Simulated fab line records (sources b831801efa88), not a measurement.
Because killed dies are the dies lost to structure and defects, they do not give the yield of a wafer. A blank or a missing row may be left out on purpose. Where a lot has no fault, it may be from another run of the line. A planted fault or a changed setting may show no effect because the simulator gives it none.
A struck lot beside a sound one	flow sky130	22 steps out of a route of 708
Sound: these wafers, L626.4, L626.5, L626.6. Struck: wafers L633.4, L633.6 (left out: L633.1, a lot-mate that was not struck); the cause follows at the end.
Each step with rows lists, per side, the tool, then ch with its chambers, then its first start. Under that, the readings that differ: sound wafers	struck wafers	difference of the means	sigmas: that difference in standard deviations of wafers without a fault.
alike: words and numbers the same on both sides, and readings whose means are apart by under 2 such deviations; not compared: readings that were withheld, readings missing a value for some wafer, numbers with overlapping values and no deviation given by the record, and bounds like >300 which may hide the same value.
Wherever a step has rows on one side only, a row that says differs or no value, or a row with sigmas, the two part there. When numbers do not overlap yet have no deviation, they are printed without sigmas and do not part them. A reading that every wafer of one side lacks parts them only if that side has two wafers or more.

SKY_SD_N_RTA_14: time 2 s.
  sound on rtpAnneal-01 ch 0, day 30 06:51; struck on rtpAnneal-02 ch 0, day 32 11:23
  alike: annealTempCMax, lampPowerPct, wafer_temp_C_max
SKY_SD_N_RS_MEAS_16: measurement is done with a four-point probe.
  sound on filmMetro-02, day 30 07:03; struck on filmMetro-04, day 32 11:34
  alike: SD_N_RS
SKY_SD_N_RS_MEAS_17: measurement is done with a four-point probe.
  sound on filmMetro-02, day 30 07:10; struck on filmMetro-04, day 32 11:41
  alike: SD_P_RS
SKY_SD_N_RS_MEAS_18: measurement is done with a four-point probe.
  sound on filmMetro-02, day 30 07:17; struck on filmMetro-04, day 32 11:48
reading	sound	struck	difference	sigmas
RES_XHIGH_RS (ohm/sq)	335.7 335.5 334.8	332.7 332.0	-3.0	-2
then, 2 steps without rows for these wafers: SKY_SALICIDE_CLEAN_00 (cleans in HF-last, time 30 s); SKY_LI_CONTACT_HDPCVD_00 (deposits PSG, target thk 930 nm, time 155 s).
SKY_LI_CONTACT_THK_MEAS_01:
  sound on filmMetro-04, day 30 07:30; struck on filmMetro-01, day 32 12:02
  alike: LI_CONTACT_HDPCVD_THK
SKY_LI_CONTACT_CMP_02: polishes PSG.
  sound on cmp-02 ch 0,1,3, day 30 07:38; struck on cmp-01 ch 0,1, day 32 12:06
  alike: edgeZonePressureFrac, motorCurrentA, platenRpm, timeToEndpointS
SKY_LI_CONTACT_BOW_MEAS_03:
  sound on filmMetro-02, day 30 07:53; struck on filmMetro-04, day 32 12:24
  alike: LI_CONTACT_BOW
then, 2 steps without rows for these wafers: SKY_LI_CONTACT_DEHYDRATE_04 (time 60 s); SKY_LI_CONTACT_HMDS_05 (prime time 60 s).
SKY_LI_CONTACT_COAT_06: resist thk 60 nm.
  sound on lithoTrack-03 ch 0, day 30 21:13; struck on lithoTrack-03 ch 0, day 33 00:29
then, 5 steps without rows for these wafers: SKY_LI_CONTACT_COAT_07 (resist thk 450 nm); SKY_LI_CONTACT_SOFTBAKE_08 (time 90 s); SKY_LI_CONTACT_EXPOSE_09 (exposes mask LICM1, target cd 170 nm); SKY_LI_CONTACT_PEB_10; SKY_LI_CONTACT_DEVELOP_11 (develop time 60 s).
SKY_LI_CONTACT_CD_MEAS_12 targets a cd of 170 nm.
  sound on cdSem-01, day 31 10:32; struck on cdSem-01, day 33 14:38
  alike: cdNm
SKY_LI_CONTACT_OVL_MEAS_13:
  sound on overlay-02, day 31 10:37; struck on overlay-02, day 33 14:46
  alike: LI_CONTACT_OVL
SKY_LI_CONTACT_ETCH_14: etches BARC in N2/H2, stops on SiO2, time 45.9 s, target depth 60 nm.
  sound on rieDiel-04 ch 2,3, day 31 10:38; struck on rieDiel-03 ch 0,3, day 33 14:47
reading	sound	struck	difference	sigmas
oesProductAu (a.u.)	0.852 0.845 0.856	0.841 0.840	-0.010	-2
model.etch.depthNm (nm)	59.66 59.55 59.71	58.13 58.29	-1.43	
  alike: biasW, chamberPressureMTorr, drypumpMotorCurrentA, h2FlowSccm, throttleValvePct
  not compared: rfHoursCounterH
SKY_LI_CONTACT_ETCH_15: etches PSG in C4F8/O2/Ar, stops on Si, target depth 600 nm.
  sound on rieDiel-04 ch 2,3, day 31 10:41; struck on rieDiel-03 ch 0,3, day 33 14:50
reading	sound	struck	difference	sigmas
biasW (W)	1190 1189 1193	1205 1199	+11	+3
  alike: chamberPressureMTorr, oesProductAu
then, 1 step without rows for these wafers: SKY_PAD_OPEN_PROBE_99.

## WHERE THEY PART
Earliest at SKY_SD_N_RS_MEAS_18; latest, in this record, at SKY_LI_CONTACT_ETCH_15.

WHY: whatever the simulator had introduced
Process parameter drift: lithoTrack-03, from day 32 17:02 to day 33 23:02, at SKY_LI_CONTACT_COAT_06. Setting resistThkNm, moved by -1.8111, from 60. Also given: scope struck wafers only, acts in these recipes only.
